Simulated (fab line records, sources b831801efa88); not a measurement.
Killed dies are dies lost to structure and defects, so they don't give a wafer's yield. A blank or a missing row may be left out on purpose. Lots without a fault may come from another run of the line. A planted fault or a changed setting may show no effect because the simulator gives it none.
Which tool did it? | flow sky130 | 6 lots, 18 wafers sampled, at 1 step of a route of 708

WHAT THE GAUGES READ, wafer by wafer
SKY_LDD_HVP_TW_MEAS_10.
lot  | measured     | on            | LDD_HVP_TW
L484 | day 22 16:02 | film_metro-03 | 458 459 457
L487 | day 23 02:34 | film_metro-02 | 451 452 449
L488 | day 24 10:59 | film_metro-02 | 453 454 452
L489 | day 24 19:34 | film_metro-01 | 456 459 459
L492 | day 25 18:58 | film_metro-03 | 463 462 463
L503 | day 29 03:15 | film_metro-03 | 461 457 459

WHICH TOOL RAN EACH LOT (tool, then ch and the chambers of the sampled wafers, then the start)
The record holds no process step before these readings.

THE ANSWER, worked out from the rows above alone
Rule: what is usual is taken from the lots themselves. Put in order of their means at a reading, lots are off if they are a third of the lots or fewer, leave a main group of 4 or more, and stand apart from it by a gap of 3 or more times the standard deviation of the main group's means; of several such gaps the widest counts. A main group whose means are all the same, to the digits that the tables above print for the reading, isn't used. A lot without any number at a reading at which 4 lots or more have one is off too. The other lots that the step has rows for count as sound.
No lot is off at any reading shown: from this, nothing can be told.

WHAT THE SIMULATOR HAD PUT IN
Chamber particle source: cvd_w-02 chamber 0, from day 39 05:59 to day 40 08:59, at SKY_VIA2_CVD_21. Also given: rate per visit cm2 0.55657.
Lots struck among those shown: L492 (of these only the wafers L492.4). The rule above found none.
